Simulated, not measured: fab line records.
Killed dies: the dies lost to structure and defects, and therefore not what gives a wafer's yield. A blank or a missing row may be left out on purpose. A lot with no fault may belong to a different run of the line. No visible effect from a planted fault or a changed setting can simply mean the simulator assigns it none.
Which tool was responsible? | flow sky130 | 36 wafers from 12 lots sampled at 3 of the route's 708 steps

== WHAT THE GAUGES READ, wafer by wafer ==
SKY_CAPM_OVL_MEAS_12. Usual: CAPM_OVL gives -0.1 nm (standard deviation 1.5).
lot  | measured     | on         | CAPM_OVL (nm)  | flag
L284 | day 37 02:21 | overlay-01 | 1.7 1.0 2.1    | 
L286 | day 37 23:44 | overlay-01 | -0.9 -3.5 -2.8 | 
L287 | day 38 21:05 | overlay-02 | -1.7 -2.5 -1.8 | 
L296 | day 41 10:53 | overlay-02 | 1.3 -1.5 0.3   | 
L297 | day 41 10:14 | overlay-02 | -0.6 -1.1 0.1  | 
L298 | day 41 14:52 | overlay-02 | -0.2 -1.1 1.0  | 
L299 | day 42 02:29 | overlay-01 | 0.5 -2.6 -1.7  | 
L300 | day 42 05:11 | overlay-02 | 2.3 3.7 0.9    | 
L302 | day 42 15:02 | overlay-02 | -1.1 1.3 1.5   | 
L303 | day 43 07:47 | overlay-02 | 2.1 2.3 0.3    | 
L304 | day 43 10:47 | overlay-02 | -0.1 2.0 0.6   | 
L305 | day 43 16:29 | overlay-02 | 1.3 -0.4 -0.4  | 

== EACH LOT AND THE TOOL THAT RAN IT (in order: tool; ch and the chambers of the sampled wafers; start) ==
lot  | SKY_LDD_HVN_STRIP_09                | SKY_METAL1_STRIP_20
L284 | plasmaAsher-02 ch 0,1, day 19 16:14 | plasmaAsher-04 ch 0,1, day 32 09:52
L286 | plasmaAsher-02 ch 0,1, day 20 17:11 | plasmaAsher-03 ch 0,1, day 33 06:49
L287 | plasmaAsher-02 ch 0,1, day 21 23:38 | plasmaAsher-01 ch 0,1, day 34 06:03
L296 | plasmaAsher-02 ch 0,1, day 25 02:26 | plasmaAsher-01 ch 0,1, day 37 01:45
L297 | plasmaAsher-02 ch 1, day 25 03:55   | plasmaAsher-03 ch 0,1, day 37 00:56
L298 | plasmaAsher-04 ch 0,1, day 25 11:29 | plasmaAsher-01 ch 0,1, day 37 05:19
L299 | plasmaAsher-03 ch 0,1, day 25 21:17 | plasmaAsher-01 ch 0,1, day 37 17:32
L300 | plasmaAsher-02 ch 0,1, day 26 02:20 | plasmaAsher-03 ch 0,1, day 37 20:10
L302 | plasmaAsher-03 ch 0,1, day 26 15:02 | plasmaAsher-04 ch 0,1, day 38 06:55
L303 | plasmaAsher-04 ch 0,1, day 27 09:17 | plasmaAsher-04 ch 0,1, day 39 00:59
L304 | plasmaAsher-02 ch 0,1, day 27 14:53 | plasmaAsher-04 ch 0,1, day 39 03:51
L305 | plasmaAsher-02 ch 0,1, day 27 22:43 | plasmaAsher-01 ch 0,1, day 39 10:25
- SKY_LDD_HVN_STRIP_09: strips in O2/N2.
- SKY_METAL1_STRIP_20: strips in O2/N2.

== WHAT THE TOOLS THEMSELVES READ (means of the sampled wafers that have a number; where no wafer has one, the mark that the record gives instead) ==
SKY_LDD_HVN_STRIP_09. Usual: drypumpMotorCurrentA 5.7 A, standard deviation 0.49; n2FlowSccm 300.0 sccm, standard deviation 0.93; oesProductAu 0.408 a.u., standard deviation 0.0045; stripTimeToEndpointS 4.135 s, standard deviation 0.016.
lot  | tool           | drypumpMotorCurrentA (A) | n2FlowSccm (sccm) | oesProductAu (a.u.) | stripTimeToEndpointS (s) | flag
L284 | plasmaAsher-02 | 5.9                      | 299.1             | 0.404               | 4.131                    | 
L286 | plasmaAsher-02 | 5.9                      | 360.4             | 0.402               | 4.123                    | OFF
L287 | plasmaAsher-02 | 5.9                      | 360.2             | 0.408               | 4.130                    | OFF
L296 | plasmaAsher-02 | 5.9                      | 298.9             | 0.409               | 4.133                    | 
L297 | plasmaAsher-02 | 5.8                      | 300.5             | 0.406               | 4.152                    | 
L298 | plasmaAsher-04 | 5.7                      | 300.1             | 0.410               | 4.125                    | 
L299 | plasmaAsher-03 | 5.1                      | 299.6             | 0.410               | 4.119                    | 
L300 | plasmaAsher-02 | 5.9                      | 300.2             | 0.406               | 4.130                    | 
L302 | plasmaAsher-03 | 5.1                      | 300.5             | 0.410               | 4.164                    | 
L303 | plasmaAsher-04 | 5.3                      | 299.9             | 0.407               | 4.138                    | 
L304 | plasmaAsher-02 | 5.9                      | 299.4             | 0.411               | 4.156                    | 
L305 | plasmaAsher-02 | 5.9                      | 299.7             | 0.408               | 4.153                    | 

SKY_METAL1_STRIP_20. Usual: drypumpMotorCurrentA 5.5 A, standard deviation 0.6; n2FlowSccm 299.9 sccm, standard deviation 0.79; oesProductAu 0.342 a.u., standard deviation 0.0049; stripTimeToEndpointS 2.69 s, standard deviation 0.05.
lot  | tool           | drypumpMotorCurrentA (A) | n2FlowSccm (sccm) | oesProductAu (a.u.) | stripTimeToEndpointS (s) | flag
L284 | plasmaAsher-04 | 5.3                      | 300.2             | 0.344               | 2.72                     | 
L286 | plasmaAsher-03 | 5.5                      | 299.4             | 0.340               | 2.68                     | 
L287 | plasmaAsher-01 | 5.9                      | 300.4             | 0.341               | 2.67                     | 
L296 | plasmaAsher-01 | 5.6                      | 300.2             | 0.344               | 2.70                     | 
L297 | plasmaAsher-03 | 5.1                      | 299.7             | 0.348               | 2.69                     | 
L298 | plasmaAsher-01 | 5.9                      | 299.6             | 0.340               | 2.71                     | 
L299 | plasmaAsher-01 | 5.9                      | 299.4             | 0.346               | 2.73                     | 
L300 | plasmaAsher-03 | 5.2                      | 299.9             | 0.344               | 2.71                     | 
L302 | plasmaAsher-04 | 5.8                      | 298.8             | 0.344               | 2.70                     | 
L303 | plasmaAsher-04 | 5.3                      | 299.9             | 0.342               | 2.69                     | 
L304 | plasmaAsher-04 | 5.3                      | 299.5             | 0.339               | 2.64                     | 
L305 | plasmaAsher-01 | 5.9                      | 299.5             | 0.345               | 2.66                     | 

== THE ANSWER, worked out from the rows above alone ==
Rule: lot off if the mean of its wafers having a number is beyond 3 standard deviations from the usual mean. A lot without any number at a reading at which 4 lots or more have one is off too. All remaining lots with rows at the step are treated as sound. Order of review: gauges by route order, followed by the tools' own readings, for which a lot's mean as printed above is used. At the first step where some lot is off, the reading lying furthest off is the one used; lots without a number count as furthest.
Off: L286, L287, at SKY_LDD_HVN_STRIP_09 (n2FlowSccm).
If a tool, at that step or one of the process steps before it, ran each lot that is off and ran no sound lot following the first of them, it fits. Of those tried, none fits.

== WHAT WAS PUT IN BY THE SIMULATOR ==
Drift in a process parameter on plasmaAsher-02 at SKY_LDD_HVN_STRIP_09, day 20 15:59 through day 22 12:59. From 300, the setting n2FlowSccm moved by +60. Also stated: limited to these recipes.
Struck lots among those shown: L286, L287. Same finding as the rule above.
